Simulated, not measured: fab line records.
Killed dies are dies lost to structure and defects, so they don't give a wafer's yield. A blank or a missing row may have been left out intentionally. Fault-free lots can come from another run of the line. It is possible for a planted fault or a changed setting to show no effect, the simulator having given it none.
Which tool did it? || flow sky130 || 45 wafers from 15 lots sampled at 4 of the route's 708 steps

== WHAT THE GAUGES SHOWED, per wafer ==
SKY_FIELD_ISO_CD_MEAS_13: target cd 150 nm. Usual: cdNm reads 149.7 nm (standard deviation 1.6).
{"lot": "L744", "measured": "day 2 06:23", "on": "cdSem-02", "cdNm (nm)": "150.2 150.8 149.3", "flag": ""}
{"lot": "L745", "measured": "day 2 10:46", "on": "cdSem-02", "cdNm (nm)": "151.6 152.4 151.6", "flag": ""}
{"lot": "L747", "measured": "day 2 20:48", "on": "cdSem-02", "cdNm (nm)": "150.7 150.1 149.6", "flag": ""}
{"lot": "L748", "measured": "day 3 03:57", "on": "cdSem-01", "cdNm (nm)": "149.4 149.9 149.8", "flag": ""}
{"lot": "L749", "measured": "day 3 08:31", "on": "cdSem-02", "cdNm (nm)": "150.1 151.6 151.0", "flag": ""}
{"lot": "L750", "measured": "day 3 11:08", "on": "cdSem-02", "cdNm (nm)": "147.3 150.2 146.9", "flag": ""}
{"lot": "L752", "measured": "day 3 21:07", "on": "cdSem-02", "cdNm (nm)": "146.7 145.8 147.4", "flag": ""}
{"lot": "L754", "measured": "day 4 09:49", "on": "cdSem-02", "cdNm (nm)": "150.4 150.5 151.8", "flag": ""}
{"lot": "L755", "measured": "day 4 14:40", "on": "cdSem-01", "cdNm (nm)": "150.3 148.7 150.9", "flag": ""}
{"lot": "L756", "measured": "day 4 20:30", "on": "cdSem-02", "cdNm (nm)": "151.8 151.5 151.2", "flag": ""}
{"lot": "L757", "measured": "day 4 23:26", "on": "cdSem-02", "cdNm (nm)": "151.2 150.9 152.3", "flag": ""}
{"lot": "L758", "measured": "day 5 05:33", "on": "cdSem-01", "cdNm (nm)": "150.6 151.3 150.2", "flag": ""}
{"lot": "L760", "measured": "day 5 15:23", "on": "cdSem-01", "cdNm (nm)": "147.8 147.7 151.2", "flag": ""}
{"lot": "L766", "measured": "day 7 00:53", "on": "cdSem-01", "cdNm (nm)": "147.1 147.4 147.8", "flag": ""}
{"lot": "L767", "measured": "day 7 04:44", "on": "cdSem-02", "cdNm (nm)": "153.1 152.0 151.2", "flag": ""}

SKY_NWELL_TW_MEAS_15. Usual: NWELL_TW typically reads 1827, with standard deviation 20.
{"lot": "L744", "measured": "day 4 13:18", "on": "filmMetro-01", "NWELL_TW": "1848 1858 1847", "flag": ""}
{"lot": "L745", "measured": "day 4 19:25", "on": "filmMetro-02", "NWELL_TW": "1793 1800 1794", "flag": ""}
{"lot": "L747", "measured": "day 5 06:01", "on": "filmMetro-03", "NWELL_TW": "1832 1840 1829", "flag": ""}
{"lot": "L748", "measured": "day 5 23:43", "on": "filmMetro-02", "NWELL_TW": "1821 1803 1812", "flag": ""}
{"lot": "L749", "measured": "day 6 01:42", "on": "filmMetro-02", "NWELL_TW": "1795 1801 1795", "flag": ""}
{"lot": "L750", "measured": "day 6 02:49", "on": "filmMetro-03", "NWELL_TW": "1826 1831 1838", "flag": ""}
{"lot": "L752", "measured": "day 6 12:35", "on": "filmMetro-01", "NWELL_TW": "1858 1855 1857", "flag": ""}
{"lot": "L754", "measured": "day 6 23:25", "on": "filmMetro-01", "NWELL_TW": "1850 1854 1855", "flag": ""}
{"lot": "L755", "measured": "day 7 06:08", "on": "filmMetro-01", "NWELL_TW": "1857 1848 1851", "flag": ""}
{"lot": "L760", "measured": "day 8 09:16", "on": "filmMetro-01", "NWELL_TW": "1849 1848 1857", "flag": ""}
{"lot": "L766", "measured": "day 10 04:43", "on": "filmMetro-03", "NWELL_TW": "1817 1816 1819", "flag": ""}
{"lot": "L767", "measured": "day 10 04:51", "on": "filmMetro-02", "NWELL_TW": "1801 1810 1808", "flag": ""}

== EACH LOT AND THE TOOL THAT RAN IT (in order: tool; ch and the chambers of the sampled wafers; start) ==
{"lot": "L744", "SKY_FIELD_ISO_ETCH_14": "rieDiel-04 ch 1,2, day 2 06:29", "SKY_FIELD_ISO_OXIDATION_22": "furnace-01 ch 0, day 2 07:12"}
{"lot": "L745", "SKY_FIELD_ISO_ETCH_14": "rieDiel-04 ch 0,2, day 2 10:52", "SKY_FIELD_ISO_OXIDATION_22": "furnace-02 ch 0, day 2 12:22"}
{"lot": "L747", "SKY_FIELD_ISO_ETCH_14": "rieDiel-02 ch 0,1,3, day 2 20:55", "SKY_FIELD_ISO_OXIDATION_22": "furnace-02 ch 0, day 2 21:31"}
{"lot": "L748", "SKY_FIELD_ISO_ETCH_14": "rieDiel-04 ch 1,2, day 3 04:04", "SKY_FIELD_ISO_OXIDATION_22": "furnace-02 ch 0, day 3 08:43"}
{"lot": "L749", "SKY_FIELD_ISO_ETCH_14": "rieDiel-02 ch 1,2,3, day 3 08:38", "SKY_FIELD_ISO_OXIDATION_22": "furnace-01 ch 0, day 3 11:43"}
{"lot": "L750", "SKY_FIELD_ISO_ETCH_14": "rieDiel-04 ch 1,2, day 3 11:16", "SKY_FIELD_ISO_OXIDATION_22": "furnace-02 ch 0, day 3 14:18"}
{"lot": "L752", "SKY_FIELD_ISO_ETCH_14": "rieDiel-04 ch 1,2, day 3 21:14", "SKY_FIELD_ISO_OXIDATION_22": "furnace-01 ch 0, day 3 22:53"}
{"lot": "L754", "SKY_FIELD_ISO_ETCH_14": "rieDiel-04 ch 1,2,3, day 4 09:55", "SKY_FIELD_ISO_OXIDATION_22": "furnace-02 ch 0, day 4 10:27"}
{"lot": "L755", "SKY_FIELD_ISO_ETCH_14": "rieDiel-04 ch 1,2,3, day 4 14:47", "SKY_FIELD_ISO_OXIDATION_22": "furnace-01 ch 0, day 4 15:57"}
{"lot": "L756", "SKY_FIELD_ISO_ETCH_14": "rieDiel-03 ch 1,2, day 4 20:37", "SKY_FIELD_ISO_OXIDATION_22": "furnace-01, day 4 22:00"}
{"lot": "L757", "SKY_FIELD_ISO_ETCH_14": "rieDiel-03 ch 1,3, day 4 23:34", "SKY_FIELD_ISO_OXIDATION_22": "furnace-02, day 5 02:08"}
{"lot": "L758", "SKY_FIELD_ISO_ETCH_14": "rieDiel-03 ch 2,3, day 5 05:40", "SKY_FIELD_ISO_OXIDATION_22": "furnace-02, day 5 06:14"}
{"lot": "L760", "SKY_FIELD_ISO_ETCH_14": "rieDiel-03 ch 1,2,3, day 5 15:28", "SKY_FIELD_ISO_OXIDATION_22": "furnace-01 ch 0, day 5 16:37"}
{"lot": "L766", "SKY_FIELD_ISO_ETCH_14": "rieDiel-04 ch 0,2,3, day 7 00:59", "SKY_FIELD_ISO_OXIDATION_22": "furnace-01 ch 0, day 7 06:38"}
{"lot": "L767", "SKY_FIELD_ISO_ETCH_14": "rieDiel-04 ch 0,2, day 7 04:52", "SKY_FIELD_ISO_OXIDATION_22": "furnace-01 ch 0, day 7 06:38"}
- SKY_FIELD_ISO_ETCH_14: etches BARC in N2/H2, stops on SiO2, time 45.9 s, target depth 60 nm.
- SKY_FIELD_ISO_OXIDATION_22: stabilise 600 s, purge 300 s, target thk 10 nm.

== WHAT THE TOOLS THEMSELVES READ (means of the sampled wafers that have a number; where no wafer has one, the mark that the record gives instead) ==
SKY_FIELD_ISO_ETCH_14. Usual: chamberPressureMTorr 30.001 mTorr, standard deviation 0.026; drypumpMotorCurrentA 5.7 A, standard deviation 0.49; h2FlowSccm 199.9 sccm, standard deviation 0.65; oesProductAu 0.856 a.u., standard deviation 0.0046; throttleValvePct 13.225 %, standard deviation 0.0092.
{"lot": "L744", "tool": "rieDiel-04", "chamberPressureMTorr (mTorr)": 30.024, "drypumpMotorCurrentA (A)": 5.7, "h2FlowSccm (sccm)": 200.1, "oesProductAu (a.u.)": 0.853, "throttleValvePct (%)": 13.228, "flag": ""}
{"lot": "L745", "tool": "rieDiel-04", "chamberPressureMTorr (mTorr)": 29.991, "drypumpMotorCurrentA (A)": 6.2, "h2FlowSccm (sccm)": 199.2, "oesProductAu (a.u.)": 0.853, "throttleValvePct (%)": 13.225, "flag": ""}
{"lot": "L747", "tool": "rieDiel-02", "chamberPressureMTorr (mTorr)": 30.011, "drypumpMotorCurrentA (A)": 5.5, "h2FlowSccm (sccm)": 199.5, "oesProductAu (a.u.)": 0.854, "throttleValvePct (%)": 13.225, "flag": ""}
{"lot": "L748", "tool": "rieDiel-04", "chamberPressureMTorr (mTorr)": 30.007, "drypumpMotorCurrentA (A)": 5.2, "h2FlowSccm (sccm)": 200.2, "oesProductAu (a.u.)": 0.856, "throttleValvePct (%)": 13.221, "flag": ""}
{"lot": "L749", "tool": "rieDiel-02", "chamberPressureMTorr (mTorr)": 29.975, "drypumpMotorCurrentA (A)": 5.9, "h2FlowSccm (sccm)": 199.3, "oesProductAu (a.u.)": 0.853, "throttleValvePct (%)": 13.223, "flag": ""}
{"lot": "L750", "tool": "rieDiel-04", "chamberPressureMTorr (mTorr)": 30.002, "drypumpMotorCurrentA (A)": 5.7, "h2FlowSccm (sccm)": 199.9, "oesProductAu (a.u.)": 0.850, "throttleValvePct (%)": 13.226, "flag": ""}
{"lot": "L752", "tool": "rieDiel-04", "chamberPressureMTorr (mTorr)": 29.996, "drypumpMotorCurrentA (A)": 5.2, "h2FlowSccm (sccm)": 199.6, "oesProductAu (a.u.)": 0.855, "throttleValvePct (%)": 13.230, "flag": ""}
{"lot": "L754", "tool": "rieDiel-04", "chamberPressureMTorr (mTorr)": 29.985, "drypumpMotorCurrentA (A)": 5.6, "h2FlowSccm (sccm)": 200.1, "oesProductAu (a.u.)": 0.851, "throttleValvePct (%)": 13.225, "flag": ""}
{"lot": "L755", "tool": "rieDiel-04", "chamberPressureMTorr (mTorr)": 29.984, "drypumpMotorCurrentA (A)": 5.6, "h2FlowSccm (sccm)": 200.4, "oesProductAu (a.u.)": 0.855, "throttleValvePct (%)": 13.221, "flag": ""}
{"lot": "L756", "tool": "rieDiel-03", "chamberPressureMTorr (mTorr)": 30.013, "drypumpMotorCurrentA (A)": 5.6, "h2FlowSccm (sccm)": 199.4, "oesProductAu (a.u.)": 0.854, "throttleValvePct (%)": 13.219, "flag": ""}
{"lot": "L757", "tool": "rieDiel-03", "chamberPressureMTorr (mTorr)": 30.017, "drypumpMotorCurrentA (A)": 5.6, "h2FlowSccm (sccm)": 200.2, "oesProductAu (a.u.)": 0.859, "throttleValvePct (%)": 13.223, "flag": ""}
{"lot": "L758", "tool": "rieDiel-03", "chamberPressureMTorr (mTorr)": 30.004, "drypumpMotorCurrentA (A)": 5.7, "h2FlowSccm (sccm)": 200.4, "oesProductAu (a.u.)": 0.857, "throttleValvePct (%)": 13.210, "flag": ""}
{"lot": "L760", "tool": "rieDiel-03", "chamberPressureMTorr (mTorr)": 29.994, "drypumpMotorCurrentA (A)": 5.7, "h2FlowSccm (sccm)": 199.9, "oesProductAu (a.u.)": 0.857, "throttleValvePct (%)": 13.225, "flag": ""}
{"lot": "L766", "tool": "rieDiel-04", "chamberPressureMTorr (mTorr)": 29.985, "drypumpMotorCurrentA (A)": 6.1, "h2FlowSccm (sccm)": 199.6, "oesProductAu (a.u.)": 0.860, "throttleValvePct (%)": 13.224, "flag": ""}
{"lot": "L767", "tool": "rieDiel-04", "chamberPressureMTorr (mTorr)": 30.005, "drypumpMotorCurrentA (A)": 6.3, "h2FlowSccm (sccm)": 199.5, "oesProductAu (a.u.)": 0.858, "throttleValvePct (%)": 13.234, "flag": ""}

SKY_FIELD_ISO_OXIDATION_22. Usual: oxTempC 950.1 C, standard deviation 0.43; oxTempCMax 954.6, standard deviation 0.99; spikeTcBottomC 969 C, standard deviation 3.6; spikeTcTopC 957.7 C, standard deviation 0.96.
{"lot": "L744", "tool": "furnace-01", "oxTempC (C)": 950.3, "oxTempCMax": 955.8, "spikeTcBottomC (C)": 973, "spikeTcTopC (C)": 956.7, "flag": ""}
{"lot": "L745", "tool": "furnace-02", "oxTempC (C)": 950.0, "oxTempCMax": 953.9, "spikeTcBottomC (C)": 965, "spikeTcTopC (C)": 957.9, "flag": ""}
{"lot": "L747", "tool": "furnace-02", "oxTempC (C)": 950.0, "oxTempCMax": 953.4, "spikeTcBottomC (C)": 965, "spikeTcTopC (C)": 958.1, "flag": ""}
{"lot": "L748", "tool": "furnace-02", "oxTempC (C)": 950.2, "oxTempCMax": 954.6, "spikeTcBottomC (C)": 965, "spikeTcTopC (C)": 957.5, "flag": ""}
{"lot": "L749", "tool": "furnace-01", "oxTempC (C)": 949.7, "oxTempCMax": 955.0, "spikeTcBottomC (C)": 973, "spikeTcTopC (C)": 956.9, "flag": ""}
{"lot": "L750", "tool": "furnace-02", "oxTempC (C)": 950.0, "oxTempCMax": 954.0, "spikeTcBottomC (C)": 966, "spikeTcTopC (C)": 957.5, "flag": ""}
{"lot": "L752", "tool": "furnace-01", "oxTempC (C)": 949.9, "oxTempCMax": 954.9, "spikeTcBottomC (C)": 972, "spikeTcTopC (C)": 956.7, "flag": ""}
{"lot": "L754", "tool": "furnace-02", "oxTempC (C)": 949.7, "oxTempCMax": 953.2, "spikeTcBottomC (C)": 965, "spikeTcTopC (C)": 958.1, "flag": ""}
{"lot": "L755", "tool": "furnace-01", "oxTempC (C)": 949.8, "oxTempCMax": 954.9, "spikeTcBottomC (C)": 971, "spikeTcTopC (C)": 957.8, "flag": ""}
{"lot": "L756", "tool": "furnace-01", "oxTempC (C)": "-", "oxTempCMax": "-", "spikeTcBottomC (C)": "-", "spikeTcTopC (C)": "-", "flag": "OFF"}
{"lot": "L757", "tool": "furnace-02", "oxTempC (C)": "-", "oxTempCMax": "-", "spikeTcBottomC (C)": "-", "spikeTcTopC (C)": "-", "flag": "OFF"}
{"lot": "L758", "tool": "furnace-02", "oxTempC (C)": "-", "oxTempCMax": "-", "spikeTcBottomC (C)": "-", "spikeTcTopC (C)": "-", "flag": "OFF"}
{"lot": "L760", "tool": "furnace-01", "oxTempC (C)": 950.2, "oxTempCMax": 955.1, "spikeTcBottomC (C)": 973, "spikeTcTopC (C)": 957.8, "flag": ""}
{"lot": "L766", "tool": "furnace-01", "oxTempC (C)": 950.0, "oxTempCMax": 954.8, "spikeTcBottomC (C)": 974, "spikeTcTopC (C)": 957.0, "flag": ""}
{"lot": "L767", "tool": "furnace-01", "oxTempC (C)": 949.9, "oxTempCMax": 955.0, "spikeTcBottomC (C)": 972, "spikeTcTopC (C)": 956.5, "flag": ""}

== THE ANSWER, worked out from the rows above alone ==
Rule: take the mean of a lot's wafers that have a number; if it is more than 3 standard deviations from the usual mean, the lot is off. Also off: a lot with no number at a reading for which 4 or more lots have one. The other lots that the step has rows for count as sound. The gauges are gone through in route order, then the tools' own readings, and for those a lot's mean is taken as printed above. At the first step where some lot is off, the reading lying furthest off is the one used; lots without a number count as furthest.
Off: L756, L757, L758, at SKY_FIELD_ISO_OXIDATION_22 (oxTempC). Without a number there: L756, L757, L758.
If a tool, at that step or one of the process steps before it, ran each lot that is off and ran no sound lot following the first of them, it fits. Not one of the candidates tried fits.

== WHAT WAS PUT IN BY THE SIMULATOR ==
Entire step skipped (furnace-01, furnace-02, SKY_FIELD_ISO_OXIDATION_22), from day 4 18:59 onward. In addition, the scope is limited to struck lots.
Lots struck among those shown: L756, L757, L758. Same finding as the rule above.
